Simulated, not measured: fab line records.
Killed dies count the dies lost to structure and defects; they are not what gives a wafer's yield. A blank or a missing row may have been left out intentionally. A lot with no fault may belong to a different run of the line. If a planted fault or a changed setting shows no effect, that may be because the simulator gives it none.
The tool behind it: which one? ; flow sky130 ; 21 wafers from 7 lots sampled at 2 of the route's 708 steps

## WHAT EACH GAUGE READ, for each wafer
SKY_SD_N_RS_MEAS_18: measures by four-point-probe.
lot;measured;on;RES_XHIGH_RS (ohm/sq)
L619;day 29 09:28;filmMetro-01;333.8 334.9 333.5
L621;day 29 13:58;filmMetro-03;333.3 334.4 334.2
L623;day 31 05:19;filmMetro-01;333.5 333.9 333.7
L631;day 32 19:35;filmMetro-04;331.8 333.2 332.1
L634;day 33 21:47;filmMetro-04;334.1 333.3 333.3
L638;day 34 23:58;filmMetro-04;334.4 336.1 334.2
L640;day 35 09:20;filmMetro-03;334.0 333.4 334.1

## WHICH TOOL RAN EACH LOT (tool, then ch and the chambers of the sampled wafers, then the start)
lot;SKY_LDD_HVN_EXPOSE_04
L619;ilineStepper-02 ch 0, day 21 08:46
L621;ilineStepper-01 ch 0, day 21 14:44
L623;ilineStepper-01, day 23 07:08
L631;ilineStepper-02 ch 0, day 25 02:50
L634;ilineStepper-01 ch 0, day 26 05:10
L638;ilineStepper-01 ch 0, day 27 10:44
L640;ilineStepper-01 ch 0, day 27 19:53
- SKY_LDD_HVN_EXPOSE_04: exposes mask HVNTM, target cd 700 nm.

## THE ANSWER, worked out from the rows above alone
Rule: the usual values come from the lots themselves. The widest of any qualifying gaps counts: lots, ordered by their means at a reading, are off when they make up no more than a third of the lots, leave a main group of 4 or more, and stand apart from it by 3 or more times the standard deviation of that group's means. If all means in a main group match to the digits the tables above print for the reading, that group is not used. Also off: a lot with no number at a reading for which 4 or more lots have one. All remaining lots with rows at the step are treated as sound.
Across all readings shown, no lot is off: no conclusion can be drawn from this.

## WHAT WAS PUT IN BY THE SIMULATOR
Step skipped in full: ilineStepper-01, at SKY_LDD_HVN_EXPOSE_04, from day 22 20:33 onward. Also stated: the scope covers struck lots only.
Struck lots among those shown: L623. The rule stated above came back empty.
